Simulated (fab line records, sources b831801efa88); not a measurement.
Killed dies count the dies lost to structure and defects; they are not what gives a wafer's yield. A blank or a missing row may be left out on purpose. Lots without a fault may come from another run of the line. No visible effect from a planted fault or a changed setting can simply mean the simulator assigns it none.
The tool behind it: which one? -- flow sky130 -- Sampling: 24 lots, 72 wafers, 6 of 708 route steps

WHAT THE GAUGES SHOWED, per wafer
SKY_CAPM_OVL_MEAS_12.
lot,measured,on,CAPM_OVL (nm)
L074,day 36 17:59,overlay-01,-0.4 -1.6 0.2
L075,day 37 01:21,overlay-02,0.3 0.4 0.4
L076,day 37 18:35,overlay-01,0.8 1.2 1.9
L077,day 38 07:33,overlay-01,-0.2 0.1 -0.1
L078,day 38 17:06,overlay-02,2.2 3.8 3.1
L079,day 38 17:24,overlay-01,2.4 1.4 2.1
L080,day 39 08:02,overlay-02,1.7 3.2 1.9
L081,day 39 13:47,overlay-01,1.3 0.4 2.0
L082,day 39 19:54,overlay-01,2.1 3.1 -0.2
L083,day 40 01:12,overlay-02,1.8 1.1 3.3
L084,day 40 10:33,overlay-02,1.7 2.4 2.6
L086,day 40 15:38,overlay-01,0.3 -0.6 -0.1
L085,day 40 17:27,overlay-01,1.3 1.9 3.5
L087,day 41 05:20,overlay-02,1.2 2.2 1.5
L088,day 41 07:09,overlay-01,-0.1 0.1 -0.2
L089,day 41 17:00,overlay-01,-1.3 0.4 -1.5
L090,day 42 02:57,overlay-01,4.5 4.0 3.6
L091,day 42 05:06,overlay-02,0.1 1.0 0.0
L093,day 44 02:49,overlay-01,3.0 1.8 1.5
L094,day 44 02:53,overlay-02,-1.1 -0.8 -0.1
L092,day 44 03:42,overlay-01,2.3 1.9 1.4
L095,day 44 03:47,overlay-02,1.1 -0.6 0.2
L096,day 44 06:05,overlay-02,1.1 1.0 0.8
L097,day 44 08:58,overlay-01,-0.7 -1.1 0.1

SKY_METAL3_CD_MEAS_13: the cd target is 300 nm.
lot,measured,on,cdNm (nm)
L074,day 37 20:44,cdSem-02,300.6 300.9 300.2
L075,day 38 03:34,cdSem-02,299.0 298.2 297.6
L076,day 38 19:32,cdSem-02,299.3 298.3 298.0
L077,day 39 09:43,cdSem-01,300.3 299.6 300.4
L078,day 39 18:20,cdSem-01,303.0 302.0 303.4
L079,day 39 18:38,cdSem-02,297.6 297.7 297.6
L080,day 40 09:08,cdSem-01,298.9 298.7 300.3
L081,day 40 14:35,cdSem-01,296.9 298.2 297.9
L082,day 40 20:35,cdSem-02,300.5 300.8 300.9
L083,day 41 02:14,cdSem-01,300.0 299.8 298.0
L084,day 41 10:59,cdSem-01,301.0 301.2 301.4
L086,day 41 15:05,cdSem-02,299.8 300.0 300.7
L085,day 41 17:58,cdSem-01,298.7 298.9 299.9
L087,day 42 05:29,cdSem-01,298.3 297.9 298.9
L088,day 42 07:10,cdSem-01,299.3 299.7 298.5
L089,day 42 17:16,cdSem-02,300.7 300.0 300.5
L090,day 43 03:08,cdSem-01,299.2 297.8 297.5
L091,day 43 05:11,cdSem-01,297.2 297.6 297.0
L093,day 45 00:18,cdSem-02,300.4 300.5 300.5
L094,day 45 00:38,cdSem-01,299.9 299.9 298.8
L092,day 45 02:16,cdSem-02,301.2 300.9 299.3
L095,day 45 02:26,cdSem-01,299.1 297.6 297.5
L096,day 45 05:01,cdSem-01,300.4 301.3 299.4
L097,day 45 06:30,cdSem-01,300.5 300.3 300.8

SKY_VIA3_OVL_MEAS_13.
lot,measured,on,VIA3_OVL (nm)
L074,day 39 00:16,overlay-01,0 -1 0
L075,day 39 06:34,overlay-02,-3 -5 -2
L076,day 39 21:43,overlay-02,1 -2 -2
L077,day 40 12:11,overlay-01,-3 -6 -8
L078,day 40 20:07,overlay-02,-7 -9 -12
L079,day 40 20:28,overlay-02,-4 -3 -2
L080,day 41 11:04,overlay-02,0 -4 -6
L081,day 41 15:37,overlay-02,4 4 6
L082,day 41 21:52,overlay-02,-1 -2 -3
L083,day 42 03:34,overlay-02,-6 -5 -3
L084,day 42 11:58,overlay-01,-2 -3 3
L086,day 42 16:13,overlay-02,-9 -2 -9
L085,day 42 19:52,overlay-02,-1 -4 -5
L087,day 43 06:13,overlay-01,-6 -2 -1
L088,day 43 07:49,overlay-02,-2 -3 0
L089,day 43 17:22,overlay-01,-6 -5 -7
L090,day 44 03:07,overlay-01,-2 -7 -3
L091,day 44 05:19,overlay-01,7 6 9
L093,day 45 23:55,overlay-02,0 -2 0
L094,day 45 23:22,overlay-02,-1 -4 -7
L092,day 46 01:19,overlay-01,-1 -1 -4
L095,day 46 00:58,overlay-02,-2 -7 0
L096,day 46 03:41,overlay-02,2 -1 -2
L097,day 46 04:59,overlay-02,0 3 8

SKY_VIA3_RS_MEAS_22: a four-point-probe measurement.
lot,measured,on,VIA3_W_RS (ohm/sq)
L074,day 39 01:11,filmMetro-03,0.290 0.292 0.290
L075,day 39 07:31,filmMetro-03,0.293 0.293 0.290
L076,day 39 22:39,filmMetro-01,0.301 0.301 0.296
L077,day 40 13:07,filmMetro-02,0.288 0.290 0.289
L078,day 40 21:07,filmMetro-03,0.293 0.296 0.292
L079,day 40 21:49,filmMetro-02,0.290 0.291 0.292
L080,day 41 12:01,filmMetro-03,0.293 0.295 0.293
L081,day 41 16:32,filmMetro-02,0.289 0.293 0.292
L082,day 41 22:47,filmMetro-01,0.290 0.299 0.291
L083,day 42 04:31,filmMetro-01,0.297 0.291 0.291
L084,day 42 12:53,filmMetro-01,0.292 0.287 0.291
L086,day 42 17:13,filmMetro-03,0.296 0.290 0.296
L085,day 42 20:49,filmMetro-03,0.293 0.295 0.300
L087,day 43 07:09,filmMetro-02,0.294 0.295 0.294
L088,day 43 08:46,filmMetro-01,0.298 0.303 0.297
L089,day 43 18:17,filmMetro-03,0.294 0.293 0.296
L090,day 44 04:04,filmMetro-01,0.291 0.287 0.292
L091,day 44 06:16,filmMetro-03,0.287 0.292 0.288
L093,day 46 00:53,filmMetro-03,0.298 0.301 0.297
L094,day 46 00:17,filmMetro-03,0.295 0.298 0.299
L092,day 46 02:14,filmMetro-02,0.292 0.292 0.292
L095,day 46 01:56,filmMetro-01,0.293 0.293 0.297
L096,day 46 04:37,filmMetro-01,0.293 0.294 0.294
L097,day 46 05:56,filmMetro-01,0.292 0.297 0.294

SKY_VIA4_BOW_MEAS_03.
lot,measured,on,VIA4_BOW (um)
L074,day 41 05:11,filmMetro-01,75 73 80
L075,day 41 10:52,filmMetro-04,71 75 75
L076,day 42 00:34,filmMetro-02,77 81 89
L077,day 42 15:04,filmMetro-04,76 76 78
L078,day 43 02:29,filmMetro-01,73 92 73
L079,day 43 03:23,filmMetro-02,76 72 88
L080,day 43 12:10,filmMetro-02,68 65 80
L081,day 43 17:30,filmMetro-01,68 83 77
L082,day 43 23:00,filmMetro-01,65 68 77
L083,day 44 04:11,filmMetro-04,79 90 78
L084,day 44 11:24,filmMetro-04,81 74 76
L086,day 44 16:25,filmMetro-02,89 88 102
L085,day 44 21:57,filmMetro-01,56 59 73
L087,day 45 05:49,filmMetro-02,85 76 74
L088,day 45 07:46,filmMetro-02,73 77 71
L089,day 45 15:53,filmMetro-01,88 81 83
L090,day 46 01:48,filmMetro-02,80 75 84
L091,day 46 03:50,filmMetro-04,67 71 70
L093,day 47 19:21,filmMetro-02,70 73 76
L094,day 47 18:14,filmMetro-02,80 70 87
L092,day 47 21:34,filmMetro-04,76 78 70
L095,day 47 21:14,filmMetro-04,66 74 67
L096,day 47 23:27,filmMetro-01,67 76 78
L097,day 48 01:31,filmMetro-02,74 79 87

EACH LOT AND THE TOOL THAT RAN IT (in order: tool; ch and the chambers of the sampled wafers; start)
lot,SKY_CAP2M_STRIP_14
L074,"plasmaAsher-02 ch 0,1, day 40 02:51"
L075,"plasmaAsher-03 ch 0,1, day 40 08:54"
L076,"plasmaAsher-02 ch 1, day 40 23:30"
L077,"plasmaAsher-02 ch 1, day 41 13:41"
L078,"plasmaAsher-04 ch 0,1, day 41 20:53"
L079,"plasmaAsher-04 ch 0,1, day 41 22:09"
L080,"plasmaAsher-04 ch 0,1, day 42 12:16"
L081,"plasmaAsher-03 ch 0,1, day 42 16:51"
L082,"plasmaAsher-02 ch 0,1, day 42 23:45"
L083,"plasmaAsher-04 ch 0,1, day 43 04:08"
L084,"plasmaAsher-03 ch 0,1, day 43 11:16"
L086,"plasmaAsher-02 ch 0,1, day 43 16:09"
L085,"plasmaAsher-04 ch 0,1, day 43 22:40"
L087,"plasmaAsher-03 ch 0,1, day 44 05:48"
L088,"plasmaAsher-02 ch 0,1, day 44 08:00"
L089,"plasmaAsher-03 ch 0,1, day 44 16:55"
L090,"plasmaAsher-02 ch 0,1, day 45 02:50"
L091,"plasmaAsher-03 ch 0,1, day 45 04:44"
L093,"plasmaAsher-03 ch 0,1, day 46 21:05"
L094,"plasmaAsher-04 ch 0,1, day 46 20:08"
L092,"plasmaAsher-03 ch 0,1, day 46 22:40"
L095,"plasmaAsher-04 ch 0,1, day 46 22:23"
L096,"plasmaAsher-02 ch 0,1, day 47 01:18"
L097,"plasmaAsher-03 ch 0,1, day 47 03:14"
- SKY_CAP2M_STRIP_14: strips in O2/N2.

AS READ BY THE TOOLS THEMSELVES (means over the sampled wafers that have a number; for cases with no such wafer, the mark the record gives instead)
SKY_CAP2M_STRIP_14.
lot,tool,chamberPressureMTorr (mTorr),drypumpMotorCurrentA (A),o2FlowSccm (sccm),oesProductAu (a.u.),stripTimeToEndpointS (s)
L074,plasmaAsher-02,1500.3,6.0,3005,0.708,12.60
L075,plasmaAsher-03,1500.2,5.7,2995,0.709,12.58
L076,plasmaAsher-02,1498.9,5.7,2993,0.710,12.59
L077,plasmaAsher-02,1500.2,5.7,2993,0.709,12.63
L078,plasmaAsher-04,1500.5,6.1,2996,0.712,12.67
L079,plasmaAsher-04,1500.7,6.0,2989,0.708,12.62
L080,plasmaAsher-04,1500.0,6.0,3008,0.712,12.64
L081,plasmaAsher-03,1498.9,5.7,2997,0.709,12.63
L082,plasmaAsher-02,1501.9,5.9,3007,0.705,12.63
L083,plasmaAsher-04,1501.7,6.0,3010,0.705,12.64
L084,plasmaAsher-03,1500.3,5.4,3004,0.708,12.65
L086,plasmaAsher-02,1499.9,6.0,2990,0.711,12.64
L085,plasmaAsher-04,1500.0,6.1,2995,0.709,12.64
L087,plasmaAsher-03,1499.3,5.4,3004,0.712,12.63
L088,plasmaAsher-02,1501.5,5.8,2999,0.709,12.68
L089,plasmaAsher-03,1499.0,5.7,3005,0.712,12.67
L090,plasmaAsher-02,1501.1,6.0,2998,0.710,12.59
L091,plasmaAsher-03,1499.6,5.3,3002,0.708,12.63
L093,plasmaAsher-03,1500.6,5.7,3002,0.708,12.70
L094,plasmaAsher-04,1499.0,5.9,2996,0.714,12.66
L092,plasmaAsher-03,1500.2,5.7,2998,0.714,12.64
L095,plasmaAsher-04,1499.4,6.1,2999,0.713,12.65
L096,plasmaAsher-02,1499.9,5.8,2996,0.707,12.65
L097,plasmaAsher-03,1499.7,5.7,3002,0.710,12.67

THE ANSWER, worked out from the rows above alone
Rule: what is usual is taken from the lots themselves. Put in order of their means at a reading, lots are off if they are a third of the lots or fewer, leave a main group of 4 or more, and stand apart from it by a gap of 3 or more times the standard deviation of the main group's means; of several such gaps the widest counts. A main group is skipped when, at the precision printed for the reading in the tables above, its means are all equal. A lot without any number at a reading at which 4 lots or more have one is off too. Where the step has rows for the other lots, those lots are counted as sound. First the gauges in route order, then the tools' own readings, where a lot's mean is used as printed above. The first step at which some lot is off is used, and at that step the reading that is off furthest; a lot without a number counts as furthest.
No lot is off at any reading shown: from this, nothing can be told.

WHAT THE SIMULATOR HAD INSERTED
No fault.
